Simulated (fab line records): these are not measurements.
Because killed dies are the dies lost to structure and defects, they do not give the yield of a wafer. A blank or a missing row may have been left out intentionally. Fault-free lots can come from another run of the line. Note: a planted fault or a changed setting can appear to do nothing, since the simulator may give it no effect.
Matching of chambers / flow sky130 / SKY_LI_CONTACT_CMP_02 on cmp-01 has 4 sister chambers
The step polishes PSG. 8 wafers are shown with their chamber, then 11 later ones without.

== WAFERS, EACH WITH ITS CHAMBER ==
wafer=L088.2; chamber=0; motor-current-A (A)=12.0; time-to-endpoint-s (s)=27.2
wafer=L088.3; chamber=2; motor-current-A (A)=13.9; time-to-endpoint-s (s)=25.9
wafer=L090.1; chamber=0; motor-current-A (A)=12.3; time-to-endpoint-s (s)=32.3
wafer=L090.2; chamber=2; motor-current-A (A)=14.1; time-to-endpoint-s (s)=31.0
wafer=L091.2; chamber=1; motor-current-A (A)=12.0; time-to-endpoint-s (s)=30.7
wafer=L091.3; chamber=3; motor-current-A (A)=10.7; time-to-endpoint-s (s)=28.8
wafer=L091.5; chamber=3; motor-current-A (A)=9.9; time-to-endpoint-s (s)=26.7
wafer=L092.1; chamber=1; motor-current-A (A)=11.4; time-to-endpoint-s (s)=31.0

== WAFERS MISSING THEIR CHAMBER ==
wafer=L092.5; motor-current-A (A)=10.4; time-to-endpoint-s (s)=27.9
wafer=L092.6; motor-current-A (A)=12.8; time-to-endpoint-s (s)=28.4
wafer=L093.1; motor-current-A (A)=10.0; time-to-endpoint-s (s)=29.3
wafer=L093.4; motor-current-A (A)=12.2; time-to-endpoint-s (s)=29.3
wafer=L093.5; motor-current-A (A)=14.0; time-to-endpoint-s (s)=26.8
wafer=L095.1; motor-current-A (A)=12.2; time-to-endpoint-s (s)=26.1
wafer=L095.3; motor-current-A (A)=11.3; time-to-endpoint-s (s)=28.5
wafer=L095.6; motor-current-A (A)=12.3; time-to-endpoint-s (s)=32.9
wafer=L097.4; motor-current-A (A)=12.3; time-to-endpoint-s (s)=33.9
wafer=L097.5; motor-current-A (A)=10.4; time-to-endpoint-s (s)=34.4
wafer=L097.6; motor-current-A (A)=13.6; time-to-endpoint-s (s)=30.4

== EACH ONE'S CHAMBER ==
wafer=L092.5; from the rows above=3; in truth=3
wafer=L092.6; from the rows above=can't be placed: 0 or 1 or 2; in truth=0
wafer=L093.1; from the rows above=3; in truth=3
wafer=L093.4; from the rows above=can't be placed: 0 or 1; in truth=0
wafer=L093.5; from the rows above=2; in truth=2
wafer=L095.1; from the rows above=can't be placed: 0 or 1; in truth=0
wafer=L095.3; from the rows above=can't be placed: 1 or 0 or 3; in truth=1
wafer=L095.6; from the rows above=can't be placed: 0 or 1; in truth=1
wafer=L097.4; from the rows above=can't be placed: 0 or 1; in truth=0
wafer=L097.5; from the rows above=can't be placed: 3 or 1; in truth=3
wafer=L097.6; from the rows above=2; in truth=2
Correctly placed: 4 of 11. Can't be placed from these rows: 7 (the true chamber is among the candidates in 7). Number placed wrongly: 0.
How it was worked out, from the rows above alone: a wafer's distance from a chamber is the root of the sum, over the readings, of the square of ((its reading less the chamber's mean) divided by the reading's scatter). The wafer belongs to the nearest chamber; if the next one is less than 2 further off, it can't be placed. For every chamber, the mean is computed from those of its wafers that are shown. How the scatter is found: for the shown wafers, subtract from each reading the mean of its chamber, square and add these, divide the total by (wafers less chambers), then take the root.
